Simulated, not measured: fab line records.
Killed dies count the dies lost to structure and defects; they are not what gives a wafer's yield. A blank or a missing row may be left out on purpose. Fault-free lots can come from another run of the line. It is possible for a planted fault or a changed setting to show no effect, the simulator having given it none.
Which tool did it? + flow gf180mcu + 13 lots with 39 wafers sampled at 5 steps, on a route of 602 steps

WHAT THE GAUGES READ, wafer by wafer
GF_VT_IMPLANT_OVL_MEAS_40. Usual: VT_IMPLANT_03_OVL 1.5 nm, standard deviation 1.3.
| lot  | measured     | on         | VT_IMPLANT_03_OVL (nm) | flag |
|------|--------------|------------|------------------------|------|
| L963 | day 8 14:38  | overlay-01 | 1.8 -0.2 1.1           |      |
| L964 | day 8 20:35  | overlay-02 | 0.6 1.0 1.0            |      |
| L966 | day 9 08:41  | overlay-01 | 2.0 1.7 -0.1           |      |
| L971 | day 10 21:32 | overlay-02 | 2.9 2.5 0.8            |      |
| L972 | day 11 09:28 | overlay-02 | 0.3 1.2 -0.6           |      |
| L973 | day 11 12:53 | overlay-02 | 1.6 -0.8 1.9           |      |
| L974 | day 11 17:32 | overlay-02 | 1.1 3.0 0.9            |      |
| L976 | day 12 07:08 | overlay-02 | 2.0 1.1 3.0            |      |
| L978 | day 12 19:08 | overlay-01 | 1.5 2.1 0.8            |      |
| L979 | day 13 03:44 | overlay-02 | 1.7 1.6 3.3            |      |
| L980 | day 13 11:16 | overlay-01 | 1.0 3.0 2.5            |      |
| L981 | day 13 19:20 | overlay-01 | 2.5 3.6 1.8            |      |
| L982 | day 14 02:31 | overlay-01 | 1.3 2.7 1.7            |      |

GF_HV_LDD_CD_MEAS_07: target cd 400 nm. Usual: cd-nm reads 400.3 nm (standard deviation 2.2).
| lot  | measured     | on        | cd-nm (nm)        | flag |
|------|--------------|-----------|-------------------|------|
| L963 | day 11 02:35 | cd-sem-02 | 400.4 403.0 401.5 |      |
| L964 | day 11 09:01 | cd-sem-02 | 398.8 396.8 399.1 |      |
| L966 | day 11 22:53 | cd-sem-01 | 398.1 398.5 398.2 |      |
| L971 | day 13 16:50 | cd-sem-02 | 402.3 403.7 402.0 |      |
| L972 | day 14 06:41 | cd-sem-01 | 403.4 403.0 403.3 |      |
| L973 | day 14 09:22 | cd-sem-01 | 399.4 401.5 400.1 |      |
| L974 | day 14 15:09 | cd-sem-01 | 403.3 401.4 402.5 |      |
| L976 | day 15 05:04 | cd-sem-02 | 402.2 399.0 402.4 |      |
| L978 | day 15 17:16 | cd-sem-01 | 398.8 399.4 399.9 |      |
| L979 | day 16 03:13 | cd-sem-01 | 397.2 399.3 399.9 |      |
| L980 | day 16 12:50 | cd-sem-01 | 402.0 399.5 401.2 |      |
| L981 | day 16 20:19 | cd-sem-02 | 400.0 402.5 399.7 |      |
| L982 | day 17 06:20 | cd-sem-01 | 402.2 402.3 401.3 |      |

GF_HV_LDD_OVL_MEAS_32. Usual: HV_LDD_02_OVL 1.6 nm, standard deviation 1.2.
| lot  | measured     | on         | HV_LDD_02_OVL (nm) | flag |
|------|--------------|------------|--------------------|------|
| L963 | day 12 17:54 | overlay-02 | 3.4 1.8 0.3        |      |
| L964 | day 13 00:02 | overlay-01 | 0.8 0.6 0.1        |      |
| L966 | day 13 15:23 | overlay-01 | 3.5 1.4 2.9        |      |
| L971 | day 15 11:29 | overlay-01 | 2.1 -0.9 0.4       |      |
| L972 | day 16 02:51 | overlay-01 | 0.1 0.0 1.6        |      |
| L973 | day 16 05:47 | overlay-02 | -1.2 0.9 2.6       |      |
| L974 | day 16 11:00 | overlay-01 | 2.5 0.1 1.3        |      |
| L976 | day 17 02:26 | overlay-01 | 4.2 2.9 3.6        |      |
| L978 | day 17 15:35 | overlay-02 | 2.3 1.0 1.1        |      |
| L979 | day 18 02:36 | overlay-01 | 0.7 1.6 1.3        |      |
| L980 | day 18 11:57 | overlay-02 | 1.3 0.6 2.6        |      |
| L981 | day 18 20:21 | overlay-01 | 2.0 0.8 1.2        |      |
| L982 | day 19 06:42 | overlay-01 | 3.2 2.1 1.9        |      |

TOOL THAT RAN EACH LOT (tool first, then ch and the chambers of the sampled wafers, then the start)
| lot  | GF_HV_LDD_COAT_14                 | GF_HV_LDD_STRIP_22                   |
|------|-----------------------------------|--------------------------------------|
| L963 | litho-track-01 ch 0, day 11 11:53 | plasma-asher-02 ch 0,1, day 11 22:08 |
| L964 | litho-track-04 ch 0, day 11 18:25 | plasma-asher-04 ch 0,1, day 12 04:24 |
| L966 | litho-track-01 ch 0, day 12 08:26 | plasma-asher-04 ch 0,1, day 12 19:01 |
| L971 | litho-track-01 ch 0, day 14 03:06 | plasma-asher-04 ch 0,1, day 14 13:49 |
| L972 | litho-track-02 ch 0, day 14 17:21 | plasma-asher-04 ch 0,1, day 15 04:25 |
| L973 | litho-track-04 ch 0, day 14 20:47 | plasma-asher-02 ch 0,1, day 15 07:31 |
| L974 | litho-track-02 ch 0, day 15 01:51 | plasma-asher-02 ch 0,1, day 15 13:07 |
| L976 | litho-track-04 ch 0, day 15 16:04 | plasma-asher-02 ch 0,1, day 16 03:20 |
| L978 | litho-track-04 ch 0, day 16 03:50 | plasma-asher-04 ch 0,1, day 16 16:13 |
| L979 | litho-track-02 ch 0, day 16 15:03 | plasma-asher-04 ch 0,1, day 17 02:59 |
| L980 | litho-track-01 ch 0, day 17 00:50 | plasma-asher-04 ch 0,1, day 17 12:50 |
| L981 | litho-track-02 ch 0, day 17 08:15 | plasma-asher-01 ch 0,1, day 17 20:52 |
| L982 | litho-track-02 ch 0, day 17 18:08 | plasma-asher-02 ch 0,1, day 18 06:16 |
- GF_HV_LDD_COAT_14: resist thk 1000 nm.
- GF_HV_LDD_STRIP_22: strips in O2/N2.

AS READ BY THE TOOLS THEMSELVES (means over the sampled wafers that have a number; for cases with no such wafer, the mark the record gives instead)
GF_HV_LDD_COAT_14. Usual: resist-line-temp-C 22.99 C, standard deviation 0.11; spin-speed-rpm 3000.0 rpm, standard deviation 1.8.
| lot  | tool           | resist-line-temp-C (C) | spin-speed-rpm (rpm) | flag |
|------|----------------|------------------------|----------------------|------|
| L963 | litho-track-01 | 22.87                  | 2999.0               |      |
| L964 | litho-track-04 | 22.87                  | 2999.6               |      |
| L966 | litho-track-01 | 22.98                  | 3110.1               | OFF  |
| L971 | litho-track-01 | 23.09                  | 3113.0               | OFF  |
| L972 | litho-track-02 | 22.92                  | 2999.9               |      |
| L973 | litho-track-04 | 22.89                  | 3001.6               |      |
| L974 | litho-track-02 | 23.07                  | 3000.7               |      |
| L976 | litho-track-04 | 23.14                  | 3002.1               |      |
| L978 | litho-track-04 | 23.07                  | 3000.1               |      |
| L979 | litho-track-02 | 22.87                  | 2998.6               |      |
| L980 | litho-track-01 | 22.99                  | 3000.5               |      |
| L981 | litho-track-02 | 22.95                  | 3000.0               |      |
| L982 | litho-track-02 | 23.06                  | 3001.2               |      |

GF_HV_LDD_STRIP_22. Usual: chamber-pressure-mTorr 1500.2 mTorr, standard deviation 1.3; drypump-motor-current-A 5.4 A, standard deviation 0.41; heater-power-w 321 W, standard deviation 15; oes-product-au 0.716 a.u., standard deviation 0.0046; strip-time-to-endpoint-s 12.66 s, standard deviation 0.039.
| lot  | tool            | chamber-pressure-mTorr (mTorr) | drypump-motor-current-A (A) | heater-power-w (W) | oes-product-au (a.u.) | strip-time-to-endpoint-s (s) | flag |
|------|-----------------|--------------------------------|-----------------------------|--------------------|-----------------------|------------------------------|------|
| L963 | plasma-asher-02 | 1500.9                         | 5.6                         | 318                | 0.717                 | 12.66                        |      |
| L964 | plasma-asher-04 | 1500.5                         | 5.3                         | 321                | 0.714                 | 12.63                        |      |
| L966 | plasma-asher-04 | 1500.0                         | 5.3                         | 318                | 0.717                 | 12.44                        | OFF  |
| L971 | plasma-asher-04 | 1499.9                         | 5.3                         | 315                | 0.715                 | 12.41                        | OFF  |
| L972 | plasma-asher-04 | 1499.3                         | 5.0                         | 307                | 0.715                 | 12.71                        |      |
| L973 | plasma-asher-02 | 1498.8                         | 5.8                         | 317                | 0.717                 | 12.63                        |      |
| L974 | plasma-asher-02 | 1502.0                         | 5.6                         | 317                | 0.715                 | 12.70                        |      |
| L976 | plasma-asher-02 | 1500.5                         | 5.8                         | 320                | 0.719                 | 12.65                        |      |
| L978 | plasma-asher-04 | 1500.8                         | 5.0                         | 318                | 0.716                 | 12.70                        |      |
| L979 | plasma-asher-04 | 1500.2                         | 5.0                         | 315                | 0.715                 | 12.68                        |      |
| L980 | plasma-asher-04 | 1500.1                         | 5.0                         | 313                | 0.722                 | 12.67                        |      |
| L981 | plasma-asher-01 | 1501.2                         | 5.2                         | 353                | 0.718                 | 12.64                        |      |
| L982 | plasma-asher-02 | 1499.0                         | 5.6                         | 317                | 0.717                 | 12.72                        |      |

THE ANSWER, worked out from the rows above alone
Rule: a lot is off if the mean of its wafers that have a number lies more than 3 standard deviations from the usual mean. A lot without any number at a reading at which 4 lots or more have one is off too. The other lots that the step has rows for count as sound. Order of review: gauges by route order, followed by the tools' own readings, for which a lot's mean as printed above is used. At the first step where some lot is off, the reading lying furthest off is the one used; lots without a number count as furthest.
Off: L966, L971, at GF_HV_LDD_COAT_14 (spin-speed-rpm).
If a tool, at that step or one of the process steps before it, ran each lot that is off and ran no sound lot following the first of them, it fits. Of those tried, none fits.

WHAT THE SIMULATOR HAD PUT IN
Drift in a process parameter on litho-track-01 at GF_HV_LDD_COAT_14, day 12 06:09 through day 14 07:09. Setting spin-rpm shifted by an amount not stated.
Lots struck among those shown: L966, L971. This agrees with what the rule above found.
